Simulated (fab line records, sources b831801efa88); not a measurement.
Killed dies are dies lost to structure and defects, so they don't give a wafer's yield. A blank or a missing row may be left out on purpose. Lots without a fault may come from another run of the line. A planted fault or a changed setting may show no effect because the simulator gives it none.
A struck lot beside a sound one | flow sky130 | 32 steps out of a route of 708
Sound: wafers L754.2, L754.3, L754.4. Struck: wafers L760.2, L760.4, L760.6. The cause comes at the end.
At each step with rows: each side's tool, then ch and its chambers, then its first start. Under that, the readings that differ: sound wafers | struck wafers | difference of the means | sigmas: that difference in standard deviations of wafers without a fault.
alike: readings whose means differ by less than 2 such deviations, and words and numbers that are the same on both sides. not compared: withheld readings, readings that some wafer has no value for, bounds like >300 that may hide the same value, and numbers for which the record gives no deviation and whose values overlap.
The two part at a step that has a row with sigmas, a row that says differs or no value, or rows on one side only. Numbers that don't overlap but have no deviation are shown without sigmas and don't part them. A reading that every wafer of one side lacks parts them only if that side has two wafers or more.

SKY_PWDE_OVL_MEAS_07:
  sound on overlay-02, day 5 23:50; struck on overlay-01, day 7 02:17
  alike: PWDE_OVL
then, 1 step without rows for these wafers: SKY_PWDE_IMPLANT_08.
SKY_PWDE_STRIP_09: strips in O2/N2.
  sound on plasma_asher-04 ch 0,1, day 6 00:01; struck on plasma_asher-04 ch 0,1, day 7 02:28
  alike: drypump_motor_current_A, o2_flow_sccm, oes_product_au, strip_time_to_endpoint_s
  not compared: rf_hours_counter_h
SKY_PWDE_TW_MEAS_10:
  sound on film_metro-04, day 6 00:08; struck on film_metro-04, day 7 02:35
  alike: PWDE_TW
then, 7 steps without rows for these wafers: SKY_NWELL_DEHYDRATE_03 (time 60 s); SKY_NWELL_HMDS_04 (prime time 60 s); SKY_NWELL_COAT_05 (resist thk 3000 nm); SKY_NWELL_SOFTBAKE_06; SKY_NWELL_EXPOSE_07 (exposes mask NWM, target cd 840 nm); SKY_NWELL_PEB_08; SKY_NWELL_DEVELOP_09 (develop time 60 s).
SKY_NWELL_OVL_MEAS_10:
  sound on overlay-01, day 6 18:44; struck on overlay-01, day 7 22:10
  alike: NWELL_00_OVL
SKY_NWELL_IMPLANT_11:
  sound on implanter-03 ch 0, day 6 18:48; struck on implanter-01 ch 0, day 7 22:13
  alike: end_station_pressure_torr
then, 2 steps without rows for these wafers: SKY_NWELL_IMPLANT_12; SKY_NWELL_IMPLANT_13.
SKY_NWELL_STRIP_14: strips in O2/N2.
  sound on plasma_asher-04 ch 0,1, day 6 19:13; struck on plasma_asher-03 ch 0,1, day 7 22:38
  alike: drypump_motor_current_A, o2_flow_sccm, oes_product_au, strip_time_to_endpoint_s
  not compared: rf_hours_counter_h
SKY_NWELL_TW_MEAS_15:
  sound on film_metro-04, day 6 19:20; struck on film_metro-02, day 7 22:45
  reading  | sound          | struck         | difference | sigmas
  NWELL_TW | 1829 1839 1831 | 1781 1779 1773 | -55        | -3
then, 7 steps without rows for these wafers: SKY_NWELL_DEHYDRATE_16 (time 60 s); SKY_NWELL_HMDS_17 (prime time 60 s); SKY_NWELL_COAT_18 (resist thk 3000 nm); SKY_NWELL_SOFTBAKE_19; SKY_NWELL_EXPOSE_20 (exposes mask NWM COMPLEMENT, target cd 840 nm); SKY_NWELL_PEB_21; SKY_NWELL_DEVELOP_22 (develop time 60 s).
SKY_NWELL_OVL_MEAS_23:
  sound on overlay-02, day 7 14:29; struck on overlay-01, day 8 19:13
  alike: NWELL_01_OVL
then, 1 step without rows for these wafers: SKY_NWELL_IMPLANT_24.
SKY_NWELL_STRIP_25: strips in O2/N2.
  sound on plasma_asher-02 ch 0,1, day 7 14:40; struck on plasma_asher-02 ch 0,1, day 8 19:23
  alike: drypump_motor_current_A, o2_flow_sccm, oes_product_au, strip_time_to_endpoint_s
  not compared: rf_hours_counter_h
SKY_NWELL_TW_MEAS_26:
  sound on film_metro-03, day 7 14:47; struck on film_metro-04, day 8 19:30
  alike: NWELL_2_TW
then, 1 step without rows for these wafers: SKY_NWELL_CLEAN_27 (cleans in SC1/SC2, time 150 s).
SKY_NWELL_RTA_28: time 30 s.
  sound on rtp_anneal-02 ch 0, day 7 14:54; struck on rtp_anneal-01 ch 0, day 8 19:37
  alike: lamp_power_pct, wafer_temp_C_max
SKY_NWELL_RS_MEAS_29: measures by four-point-probe.
  sound on film_metro-02, day 7 15:00; struck on film_metro-02, day 8 20:05
  reading           | sound             | struck            | difference | sigmas
  NWELL_RS (ohm/sq) | 626.6 625.5 624.8 | 643.0 643.8 643.2 | +17.7      | +9
  not compared: hold
-- the record jumps here: 41 days lie between the struck wafers' starts before and after (it left off in module NWELL and takes up again in module PAD_OPEN, whose first step shown is number 708 of the route) --
SKY_PAD_OPEN_PROBE_99:
  sound on prober-02, day 48 08:13; struck on prober-02, day 49 10:55
  reading                                         | sound                  | struck                 | difference | sigmas
  model.etest.res_nwell.line_ohm_um               | 1056 1041 1079         | 1230 1207 1190         | +150       |
  model.etest.res_nwell.rs_ohm_sq                 | 884 878.2 917.2        | 1021 994.3 975.8       | +104       |
  model.etest.res_nwell.rs_ohm_sq_range           | 22.03 24.36 18.37      | 75.52 75.46 79.45      | +55.22     |
  model.etest.res_nwell.rs_ohm_sq_rim_less_centre | 3.544 6.789 -2.078     | -27.42 -26.28 -42.63   | -34.86     |
  model.etest.pfet_01v8_lvt.vt_v_range            | 0.0159 0.02013 0.01849 | 0.02124 0.0246 0.02276 | +0.00469   |
  alike: killed_at_M0_to_M3, killed_at_M4_up, killed_at_contacts, killed_at_front_end, killed_at_other, killed_dies, killed_open, killed_short
  not compared: model.etest.nfet_16v.r_on_ohm_um

WHERE THEY PART
First at SKY_NWELL_TW_MEAS_15; last, within this record, at SKY_NWELL_RS_MEAS_29. Later steps at which nothing parts them and some readings are alike: SKY_PAD_OPEN_PROBE_99.

WHY: what the simulator had put in
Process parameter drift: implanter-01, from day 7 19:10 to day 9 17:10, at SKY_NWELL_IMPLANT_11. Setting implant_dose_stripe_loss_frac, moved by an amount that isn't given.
